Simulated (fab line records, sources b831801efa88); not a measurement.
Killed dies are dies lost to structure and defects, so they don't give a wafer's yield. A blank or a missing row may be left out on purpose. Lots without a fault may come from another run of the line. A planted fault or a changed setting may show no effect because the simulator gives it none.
Problem report in the 8D (eight disciplines) form, filled by code | flow gf180mcu | the parts of the form that need people (team, actions taken, sign-off) are left out

1. THE PROBLEM
MIM_ALCU_RS at GF_MIM_RS_MEAS_10 reads a mean of 0.1930 ohm/sq on 2 wafers of 2 lots; wafers without a fault read 0.1614 ohm/sq with a standard deviation of 0.0019. That is +17 standard deviations from the usual mean.
The step: measures by four-point-probe.
First seen on wafer L500.4, day 27 13:34, on film_metro-01. The record holds 29 wafers of 10 lots with a number at this step. Rule for "out", or "out of limits": more than 4 standard deviations from the usual mean. The other wafers with a number count as sound.

2. WHAT IT IS AND WHAT IT IS NOT
question                    | is                | is not
which readings at this step | MIM_ALCU_RS       | -
which lots                  | L500, L502        | L491, L494, L497, L498, L499, L511, L512, L514
which wafers of those lots  | L500.4, L502.6    | L500.2, L500.3, L502.2
read on which gauges        | film_metro-01     | film_metro-02, film_metro-03
when                        | from day 27 13:34 | up to then (17 sound wafers); but 10 sound wafers of L502, L511, L512, L514 came after

3. SUSPECTS, AND WHAT RULES EACH OUT
Counting: a tool at a process step up to the reading stays a suspect if it ran every lot that is out. Sound lots after the first of them don't rule it out here, since some wafers of a struck lot are sound.
- the gauge at GF_MIM_RS_MEAS_10: ruled out. All the wafers that are out were read on film_metro-01, but those of them that GF_MIM_METAL_ETCH_19 has rows for are out there too, on other tools.
- pvd_sputter-03 at GF_MIM_SPUTTER_08 (material AlCu, target thk 200 nm, time 10.6 s): kept. It ran every lot that is out, first L500 (day 27 13:29); its last sound lot up to then is L498 (day 27 07:31).
Left after counting: pvd_sputter-03 at GF_MIM_SPUTTER_08.

4. THE CAUSE (what the simulator had put in)
Process parameter drift: pvd_sputter-03, from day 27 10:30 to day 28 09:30, at GF_MIM_SPUTTER_08. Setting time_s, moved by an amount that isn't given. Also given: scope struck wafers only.
Counting left only this tool.

5. THE CHAIN OF EFFECTS, in route order
Each row: a reading whose mean over the struck wafers that have a number lies more than 3 standard deviations from the usual. Only readings for which the record gives a usual standard deviation are gone through. hours: the time from each lot's start at the first step in this table that gives one to its start at this step, as a median over the lots. sigmas: the change in usual standard deviations.
hours | step                 | reading            | usual         | on struck wafers | change  | sigmas
0     | GF_MIM_RS_MEAS_10    | MIM_ALCU_RS        | 0.1614 ohm/sq | 0.1930           | +0.0317 | +17
3     | GF_MIM_THK_MEAS_11   | MIM_ALCU_THK       | 196.2 nm      | 165.6            | -30.6   | -12
19    | GF_MIM_METAL_ETCH_19 | oes_product_au     | 0.938 a.u.    | 0.883            | -0.054  | -8.9
19    | GF_MIM_METAL_ETCH_19 | throttle_valve_pct | 28.288 %      | 28.340           | +0.052  | +5.4
The process steps in it:
- GF_MIM_METAL_ETCH_19: etches the open film in Cl2/BCl3, stops on Si3N4, target depth 324.5 nm, time 54.1 s.
Later measuring or inspecting steps at which every struck wafer that the step has a row for has a number for every such reading, and none has moved that far: GF_V5_BOW_MEAS_05.

6. WHAT WOULD HAVE CAUGHT IT SOONER
In this record the first reading out of limits at a measuring or inspecting step was taken at day 27 13:34, 3 hours after the fault began at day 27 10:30.
Of the tool readings at GF_MIM_SPUTTER_08 for which the record gives a usual standard deviation, none was out on any struck wafer, so an alarm limit of 4 standard deviations on them would not have fired.
Of the lots that are out (2), L502 began GF_MIM_SPUTTER_08 on pvd_sputter-03 after day 27 13:34. A hold on the tool at that time would have spared it.
